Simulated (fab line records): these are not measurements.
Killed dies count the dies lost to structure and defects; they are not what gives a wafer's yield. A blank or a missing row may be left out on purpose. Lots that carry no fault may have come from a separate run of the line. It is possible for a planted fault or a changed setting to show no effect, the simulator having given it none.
Problem report, 8D (eight disciplines) form, completed by code ; flow gf180mcu ; the parts of the form that need people (team, actions taken, sign-off) are left out

== 1. THE ISSUE ==
tubeCenterTempC at GF_DUAL_GATE_OXIDATION_15 reads a mean of 854 C on 9 wafers of 3 lots; wafers without a fault read 850 C with a standard deviation of 0.074. Relative to the usual mean, that is a shift of +54 standard deviations.
The step: stabilise 600 s, purge 300 s, target thk 7.098 nm.
First observed at day 10 09:07: wafer L615.3, on furnace-02. The record has a number at this step for 21 wafers belonging to 7 lots. The rule behind "out" and "out of limits": a value lying over 4 standard deviations away from the usual mean. The rest of the wafers with a number are treated as sound.

== 2. WHAT IT IS, WHAT IT ISN'T ==
question;is;is not
which readings at this step;tubeCenterTempC, tube_center_temp_C_max;-
which lots;L615, L617, L618;L609, L614, L628, L630
which wafers of those lots;all that have a number;-
read on which tools;furnace-02;furnace-01
when;from day 10 09:07;"up to then (6 sound wafers); but 6 sound wafers of L628, L630 came after"

== 3. THE SUSPECTS, EACH WITH WHAT RULES IT OUT ==
Counting: a tool at any process step up to the reading remains a suspect when it ran all the lots that are out and ran no sound lot after the first of those.
- furnace-02 at GF_DUAL_GATE_OXIDATION_15 (stabilise 600 s, purge 300 s, target thk 7.098 nm): ruled out as a lasting fault. Sound lots L630 ran on it after its first lot that is out, L615 (day 10 09:07).
Left after counting: nothing in the record.

== 4. THE CAUSE (what the simulator had put in) ==
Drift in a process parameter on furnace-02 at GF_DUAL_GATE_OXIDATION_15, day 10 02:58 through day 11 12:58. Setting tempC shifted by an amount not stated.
Counting ruled it out, wrongly.

== 5. THE EFFECT CHAIN, in route order ==
Each row: a reading where the mean over the struck wafers with a number is more than 3 standard deviations away from the usual. Only readings whose record carries a usual standard deviation are examined. hours: median over the lots of the time between each lot's start at the first step of this table that gives one and its start at this step. sigmas: the change, counted in usual standard deviations.
hours;step;reading;usual;on struck wafers;change;sigmas
0;GF_DUAL_GATE_OXIDATION_15;spikeTcBottomC;866.9 C;873.1;+6.2;+3.6
0;GF_DUAL_GATE_OXIDATION_15;spikeTcCentreC;850.5 C;854.1;+3.6;+3.2
0;GF_DUAL_GATE_OXIDATION_15;spikeTcLowerC;850.2 C;854.0;+3.8;+3.8
0;GF_DUAL_GATE_OXIDATION_15;spikeTcUpperC;849.3 C;854.5;+5.2;+3.5
0;GF_DUAL_GATE_OXIDATION_15;tubeCenterTempC;850 C;854;+4;+54
0;GF_DUAL_GATE_OXIDATION_15;tube_center_temp_C_max;852.2;856.4;+4.2;+12
The process steps in it:
- GF_DUAL_GATE_OXIDATION_15: stabilise 600 s, purge 300 s, target thk 7.098 nm.

== 6. HOW IT WOULD HAVE BEEN CAUGHT EARLIER ==
6 hours passed between the start of the fault at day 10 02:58 and the first reading out of limits in this record, taken at day 10 09:07.
